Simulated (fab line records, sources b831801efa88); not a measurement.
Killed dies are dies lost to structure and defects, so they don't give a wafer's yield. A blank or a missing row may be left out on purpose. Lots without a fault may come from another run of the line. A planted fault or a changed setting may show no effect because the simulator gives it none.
fab line records | flow gf180mcu | part 2 of 2: steps 30 to 39 of 39
record lots=5 wafers=15 last_day=33
route steps=602 shown M5@530 V5@540 TOP_METAL@567
lots that met no fault: from a run of the same line without faults
start_h: hours from the record's first day to the start of the lot's first wafer shown | wait_h: hours since the lot's step before | " the same as in the row above | L1.1+2: a row that stands for several wafers | - no value, or no start given | * or withheld: withheld | < > ~ a bound
route shown NAME@n: a module of which the file shows steps, and the number in the route of the first | usual: mean/standard deviation of fault-free wafers | same: alike in all rows | chamber/n: place in a boat | sites: the reading at each site | _std_site: their standard deviation | _edge_site: outer sites' mean less inner sites' | radius_mm: how far each site lies from the wafer's centre | mask NAME#n: copy n | behind: the tool/chamber that last shaped the wafer | hold: why the lot was held/for how many hours/how that ended | device: the transistor (n, p or np) that didn't switch | end of line: the same wafers' tests at the end of the route | a step without rows: its recipe alone | killed: dies lost to structure and defects at the first sort, not the wafer's yield | map: a wafer's dies, x killed, . not, _ none there
set.NAME: the setting as run; set.NAME@STEP: as run at that earlier step | model.NAME: the simulator's own value behind a step, which no gauge read
lots at some steps of the route; a table a step, a row a wafer
services: from which hour (start_h, from the record's first day; less than 0 if before it) a tool's chamber was out of use, for how many hours, and why
## steps
# step GF_V5_STRIP_19
# recipe chemistry=post_etch_residue_remover time_s=1200 temp_c=72.5
# columns lot.wafer tool chamber start_h wait_h
L078.1+2+5 wet_bench-02 3 658.11 0.1
L081.2+3+4 wet_bench-02 1 687.70 0.1
L087.2+5+6 wet_bench-01 2 723.37 0.1
L092.1+3+5 wet_bench-01 3 755.97 0.1
L093.1+2+4 wet_bench-01 3 763.46 0.1
# step GF_V5_CLEAN_20
# recipe chemistry=DIW dry=n2_spin
# columns lot.wafer tool chamber start_h wait_h
L078.1+2+5 wet_bench-01 0 658.45 0.0
L081.2+3+4 wet_bench-01 0 688.07 0.0
L087.2+5+6 wet_bench-01 2 723.71 0.0
L092.1+3+5 wet_bench-02 2 756.31 0.0
L093.1+2+4 wet_bench-02 1 763.80 0.0
# step GF_V5_SPUTTER_21
# recipe material=Ti target_thk_nm=15 chamber_pressure_pa=5 power_w=2500 substrate_temp_c=200 time_s=80.02
# usual throttle_valve_pct=29.8/0.82
# columns lot.wafer tool chamber start_h wait_h throttle_valve_pct
L078.1 pvd_sputter-04 - 658.54 0.0 29.6
L078.2 " - " " 31.2
L078.5 " - " " 29.5
L081.2 pvd_sputter-02 - 688.16 0.0 28.1
L081.3 " - " " 29.7
L081.4 " - " " 29.9
L087.2 pvd_sputter-02 - 723.81 0.0 29.9
L087.5 " - " " 30.1
L087.6 " - " " 27.8
L092.1 pvd_sputter-04 - 756.40 0.0 29.9
L092.3 " - " " 29.7
L092.5 " - " " 29.9
L093.1 pvd_sputter-02 - 763.90 0.0 29.8
L093.2 " - " " 28.2
L093.4 " - " " 30.0
# step GF_V5_SPUTTER_22
# recipe material=TiN target_thk_nm=10 chamber_pressure_pa=5 power_w=4000 time_s=40
# usual throttle_valve_pct=29.8/0.81
# columns lot.wafer tool chamber start_h wait_h throttle_valve_pct
L078.1 pvd_sputter-04 - 658.60 0.0 29.5
L078.2 " - " " 30.8
L078.5 " - " " 29.9
L081.2 pvd_sputter-02 - 688.22 0.0 28.2
L081.3 " - " " 29.6
L081.4 " - " " 30.2
L087.2 pvd_sputter-02 - 723.87 0.0 30.0
L087.5 " - " " 29.7
L087.6 " - " " 28.2
L092.1 pvd_sputter-04 - 756.47 0.0 29.9
L092.3 " - " " 29.6
L092.5 " - " " 29.9
L093.1 pvd_sputter-02 - 763.96 0.0 29.9
L093.2 " - " " 27.7
L093.4 " - " " 30.0
# step GF_V5_CVD_23
# recipe material=W target_thk_nm=350 time_s=104.9 temp_c=400 pressure_torr=40
# usual heater_power_w=867/47
# columns lot.wafer tool chamber start_h wait_h heater_power_w
L078.1 cvd_w-01 0 658.64 0.0 848
L078.2 " 1 " " 869
L078.5 " 1 " " 861
L081.2 cvd_w-02 0 688.26 0.0 799
L081.3 " 0 " " 815
L081.4 " 1 " " 918
L087.2 cvd_w-01 1 723.91 0.0 882
L087.5 " 1 " " 836
L087.6 " 0 " " 866
L092.1 cvd_w-02 1 756.50 0.0 925
L092.3 " 0 " " 829
L092.5 " 0 " " 805
L093.1 cvd_w-01 1 764.00 0.0 847
L093.2 " 0 " " 863
L093.4 " 0 " " 865
# step GF_V5_RS_MEAS_24
# recipe thk_meas_gauge=four-point-probe reads=W_of_V5_CVD_23+TiN_of_V5_SPUTTER_22+Ti_of_V5_SPUTTER_21
# usual V5_W_RS=0.326/0.0031
# columns lot.wafer tool chamber start_h wait_h V5_W_RS[ohm/sq]
L078.1 film_metro-01 - 658.75 0.1 0.329
L078.2 " - " " 0.326
L078.5 " - " " 0.326
L081.2 film_metro-02 - 688.40 0.1 0.330
L081.3 " - " " 0.331
L081.4 " - " " 0.327
L087.2 film_metro-03 - 724.04 0.1 0.325
L087.5 " - " " 0.325
L087.6 " - " " 0.323
L092.1 film_metro-01 - 756.62 0.1 0.328
L092.3 " - " " 0.328
L092.5 " - " " 0.325
L093.1 film_metro-02 - 764.11 0.1 0.332
L093.2 " - " " 0.329
L093.4 " - " " 0.329
# step GF_V5_THK_MEAS_25
# recipe thk_meas_gauge=xrf reads=W_of_V5_CVD_23
# usual V5_W_THK=358/4.2
# columns lot.wafer tool chamber start_h wait_h V5_W_THK[nm]
L078.1 film_metro-01 - 658.87 0.1 353
L078.2 " - " " 355
L078.5 " - " " 358
L081.2 film_metro-02 - 688.51 0.1 359
L081.3 " - " " 355
L081.4 " - " " 359
L087.2 film_metro-03 - 724.15 0.1 361
L087.5 " - " " 362
L087.6 " - " " 361
L092.1 film_metro-01 - 756.74 0.1 351
L092.3 " - " " 354
L092.5 " - " " 355
L093.1 film_metro-02 - 764.23 0.1 352
L093.2 " - " " 356
L093.4 " - " " 357
# step GF_V5_CMP_26
# recipe stop_on=SiO2 down_force_psi=3.5 platen_rpm=60 t_overpolish_s=15 target_thk_nm=0 pad_velocity_m_s=0.94248
# usual motor_current_A=10.1/0.77 overpolish_run_s=15.000/0.0093 time_to_endpoint_s=86/3.7
# columns lot.wafer tool chamber start_h wait_h motor_current_A overpolish_run_s time_to_endpoint_s
L078.1 cmp-01 0 658.98 0.1 10.3 14.991 81
L078.2 " 1 " " 10.6 15.001 84
L078.5 " 0 " " 10.1 14.990 81
L081.2 cmp-02 3 688.61 0.1 10.1 14.981 87
L081.4 " 0 " " 10.4 14.990 86
L081.3 " 1 " " 11.2 14.992 85
L087.2 cmp-02 0 724.25 0.1 10.9 15.002 89
L087.6 " 3 " " 10.0 15.001 87
L087.5 " 0 " " 11.7 15.002 84
L092.1 cmp-01 2 756.90 0.1 9.4 15.008 90
L092.3 " 3 " " 9.6 15.004 93
L092.5 " 1 " " 10.1 15.003 93
L093.4 cmp-01 0 764.34 0.1 9.9 15.008 85
L093.1 " 1 " " 9.9 15.014 89
L093.2 " 2 " " 9.6 14.993 89
# step GF_TOP_METAL_SPUTTER_00
# recipe material=Ti target_thk_nm=37.5 arriving_ion_energy_ev=80 substrate_temp_c=200 chamber_pressure_pa=2 power_w=4000 time_s=150
# usual throttle_valve_pct=29.5/0.81
# columns lot.wafer tool chamber start_h wait_h throttle_valve_pct
L078.1 pvd_sputter-02 - 659.23 0.2 30.3
L078.2 " - " " 30.0
L078.5 " - " " 29.7
L081.2 pvd_sputter-04 - 688.86 0.2 30.9
L081.3 " - " " 29.8
L081.4 " - " " 29.9
L087.2 pvd_sputter-04 - 724.50 0.2 30.9
L087.5 " - " " 31.1
L087.6 " - " " 29.8
L092.1 pvd_sputter-02 - 757.10 0.1 28.0
L092.3 " - " " 30.1
L092.5 " - " " 28.2
L093.1 pvd_sputter-04 - 764.59 0.1 29.6
L093.2 " - " " 30.7
L093.4 " - " " 29.9
# step GF_TOP_METAL_SPUTTER_01
# recipe material=TiN target_thk_nm=30 power_w=6500 time_s=25 chamber_pressure_pa=0.4
# usual throttle_valve_pct=29.5/0.8
# columns lot.wafer tool chamber start_h wait_h throttle_valve_pct
L078.1 pvd_sputter-02 - 659.33 0.1 29.8
L078.2 " - " " 29.7
L078.5 " - " " 29.6
L081.2 pvd_sputter-04 - 688.96 0.1 31.3
L081.3 " - " " 29.6
L081.4 " - " " 29.8
L087.2 pvd_sputter-04 - 724.60 0.1 31.1
L087.5 " - " " 31.0
L087.6 " - " " 29.7
L092.1 pvd_sputter-02 - 757.20 0.1 27.9
L092.3 " - " " 30.0
L092.5 " - " " 28.2
L093.1 pvd_sputter-04 - 764.69 0.1 29.9
L093.2 " - " " 30.6
L093.4 " - " " 30.0
## services
# columns tool chamber start_h hours kind
pvd_sputter-04 - 611.63 0.7 repair
krf_scanner-01 - 612.57 2.6 repair
krf_scanner-01 - 623.75 4.4 pm
rie_diel-03 - 631.64 4.3 pm
krf_scanner-02 - 638.01 0.8 pm
rie_diel-03 0 645.55 8.0 repair
krf_scanner-01 - 654.88 1.3 pm
rie_diel-03 2 656.09 16.1 repair
krf_scanner-02 - 662.94 0.8 repair
plasma_asher-04 - 664.08 19.8 repair
wet_bench-02 - 665.43 1.7 repair
rie_diel-03 - 672.42 0.5 repair
rie_diel-03 3 678.29 15.7 repair
rie_diel-03 2 686.22 4.6 repair
krf_scanner-02 - 689.62 1.0 pm
krf_scanner-01 - 690.62 0.8 pm
rie_diel-02 1 705.83 29.8 repair
wet_bench-01 - 733.65 3.1 repair
rie_diel-03 3 737.54 1.4 repair
krf_scanner-02 - 739.73 1.3 pm
cmp-01 - 743.38 4.8 pm
krf_scanner-01 - 749.72 1.3 repair
rie_diel-03 3 754.32 10.0 repair
krf_scanner-01 - 760.13 1.0 pm
